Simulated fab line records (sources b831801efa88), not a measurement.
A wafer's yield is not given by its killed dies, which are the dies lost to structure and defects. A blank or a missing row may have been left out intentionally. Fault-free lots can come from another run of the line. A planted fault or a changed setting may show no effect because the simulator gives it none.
A lot that was struck, set against a sound lot    flow sky130    15 steps out of a route of 708
Sound: wafers L546.3, L546.4, L546.6. The struck wafers were L560.1, L560.3, L560.6. Last of all comes the cause.
Order at every step that has rows: each side's tool, ch and its chambers, its first start. Under that, the readings that differ: sound wafers    struck wafers    difference of the means    sigmas: that difference in standard deviations of wafers without a fault.
alike: readings whose means differ by less than 2 such deviations, and words and numbers that are the same on both sides. not compared: withheld readings, readings that some wafer has no value for, bounds like >300 that may hide the same value, and numbers for which the record gives no deviation and whose values overlap.
The two part at a step that has a row with sigmas, a row that says differs or no value, or rows on one side only. Non-overlapping numbers with no deviation appear without sigmas and do not part them. Lack of a reading on every wafer of one side parts them only where that side has two or more wafers.

first, 7 steps without rows for these wafers: SKY_LOCAL_INTERCONNECT_HMDS_04 (prime time 60 s); SKY_LOCAL_INTERCONNECT_COAT_05 (resist thk 60 nm); SKY_LOCAL_INTERCONNECT_COAT_06 (resist thk 450 nm); SKY_LOCAL_INTERCONNECT_SOFTBAKE_07 (time 90 s); SKY_LOCAL_INTERCONNECT_EXPOSE_08 (exposes mask LI1M, target cd 170 nm); SKY_LOCAL_INTERCONNECT_PEB_09; SKY_LOCAL_INTERCONNECT_DEVELOP_10 (develop time 60 s).
SKY_LOCAL_INTERCONNECT_CD_MEAS_11: target cd 170 nm.
  sound: cd sem-02 at day 31 17:07; struck: cd sem-01 at day 36 07:46
  alike: cd nm
SKY_LOCAL_INTERCONNECT_OVL_MEAS_12:
  sound: overlay-01 at day 31 17:12; struck: overlay-01 at day 36 07:53
  alike: LOCAL_INTERCONNECT_OVL
SKY_LOCAL_INTERCONNECT_ETCH_13: etches BARC in N2/H2, stops on SiO2, time 45.9 s, target depth 60 nm.
  sound on rie metal-04 ch 0,1, day 31 17:15; struck on rie metal-01 ch 0,1, day 36 07:56
  alike: bias w, drypump motor current A, n2 flow sccm, oes product au, throttle valve pct
  not compared: rf hours counter h
SKY_LOCAL_INTERCONNECT_METAL_ETCH_14: etches TiN in Cl2/BCl3, stops on PSG, target depth 110 nm, time 31.4 s.
  sound on rie metal-04 ch 0,1, day 31 17:19; struck on rie metal-01 ch 0,1, day 36 07:59
  alike: bias w, drypump motor current A, oes product au, throttle valve pct
  not compared: rf hours counter h
SKY_LOCAL_INTERCONNECT_STRIP_15: strips in O2/N2.
  sound on plasma asher-04 ch 0,1, day 31 17:22; struck on plasma asher-03 ch 0,1, day 36 08:02
reading                sound              struck             difference  sigmas
oes product au (a.u.)  0.432 0.432 0.430  0.420 0.418 0.421  -0.012      -3
  alike: chamber pressure mTorr, drypump motor current A, n2 flow sccm, strip time to endpoint s
  not compared: rf hours counter h
SKY_LOCAL_INTERCONNECT_STRIP_16: strips in post etch residue remover, time 1200 s.
  sound on wet bench-03 ch 0, day 31 17:26; struck on wet bench-03 ch 0, day 36 08:08
  no value came back on the struck wafers for bath guard temp C (C), bath heat duty pct (%); on the sound wafers bath guard temp C (C) reads 71.9 71.6 71.7
then, 1 step without rows for these wafers: SKY_LOCAL_INTERCONNECT_CLEAN_17 (cleans in IPA, time 180 s).
-- record jumps: 14 days separate the struck wafers' starts on either side; left off in module LOCAL_INTERCONNECT, taken up again in module PAD_OPEN, whose first shown step is the route's number 708 --
SKY_PAD_OPEN_PROBE_99:
  sound: prober-02 at day 46 19:12; struck: prober-02 at day 50 00:50
reading      sound        struck    difference  sigmas
killed dies  100 107 105  70 87 86  -23         -3
killed open  62 63 62     43 50 43  -17         -2
  alike: killed_at_M0_to_M3, killed_at_M4_up, killed at contacts, killed at front end, killed at other, killed short

== WHERE THEY PART ==
Last at SKY_PAD_OPEN_PROBE_99 as far as this record goes, first at SKY_LOCAL_INTERCONNECT_STRIP_15.

WHY: whatever the simulator had introduced
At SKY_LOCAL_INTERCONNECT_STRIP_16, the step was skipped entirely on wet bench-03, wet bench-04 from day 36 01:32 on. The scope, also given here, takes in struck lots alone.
